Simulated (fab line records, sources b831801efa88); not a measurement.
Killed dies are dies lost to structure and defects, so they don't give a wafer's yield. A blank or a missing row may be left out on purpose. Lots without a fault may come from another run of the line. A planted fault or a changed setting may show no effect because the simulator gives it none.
Which tool did it? | flow sky130 | 6 lots, 18 wafers sampled, at 2 steps of a route of 708

WHAT THE GAUGES READ, wafer by wafer
SKY_RES_PROTECT_TW_MEAS_08.
lot  | measured     | on            | POLY_GATE_TW
L336 | day 15 22:37 | film_metro-01 | 4017 4038 4023
L338 | day 16 13:44 | film_metro-02 | 3953 3977 3966
L340 | day 17 06:34 | film_metro-02 | 3980 3979 3940
L344 | day 19 03:30 | film_metro-03 | 3994 3995 4003
L354 | day 22 08:10 | film_metro-02 | 3939 3941 3943
L356 | day 23 01:25 | film_metro-02 | 3973 3973 3949

WHICH TOOL RAN EACH LOT (tool, then ch and the chambers of the sampled wafers, then the start)
lot  | SKY_PWDE_STRIP_09
L336 | plasma_asher-04 ch 0,1, day 4 10:17
L338 | plasma_asher-01 ch 0,1, day 4 19:04
L340 | plasma_asher-02 ch 0,1, day 5 07:01
L344 | plasma_asher-04 ch 0,1, day 6 03:58
L354 | plasma_asher-01 ch 0,1, day 8 11:43
L356 | plasma_asher-02 ch 0,1, day 9 04:16
- SKY_PWDE_STRIP_09: strips in O2/N2.

THE ANSWER, worked out from the rows above alone
Rule: what is usual is taken from the lots themselves. Put in order of their means at a reading, lots are off if they are a third of the lots or fewer, leave a main group of 4 or more, and stand apart from it by a gap of 3 or more times the standard deviation of the main group's means; of several such gaps the widest counts. A main group whose means are all the same, to the digits that the tables above print for the reading, isn't used. A lot without any number at a reading at which 4 lots or more have one is off too. The other lots that the step has rows for count as sound.
No lot is off at any reading shown: from this, nothing can be told.

WHAT THE SIMULATOR HAD PUT IN
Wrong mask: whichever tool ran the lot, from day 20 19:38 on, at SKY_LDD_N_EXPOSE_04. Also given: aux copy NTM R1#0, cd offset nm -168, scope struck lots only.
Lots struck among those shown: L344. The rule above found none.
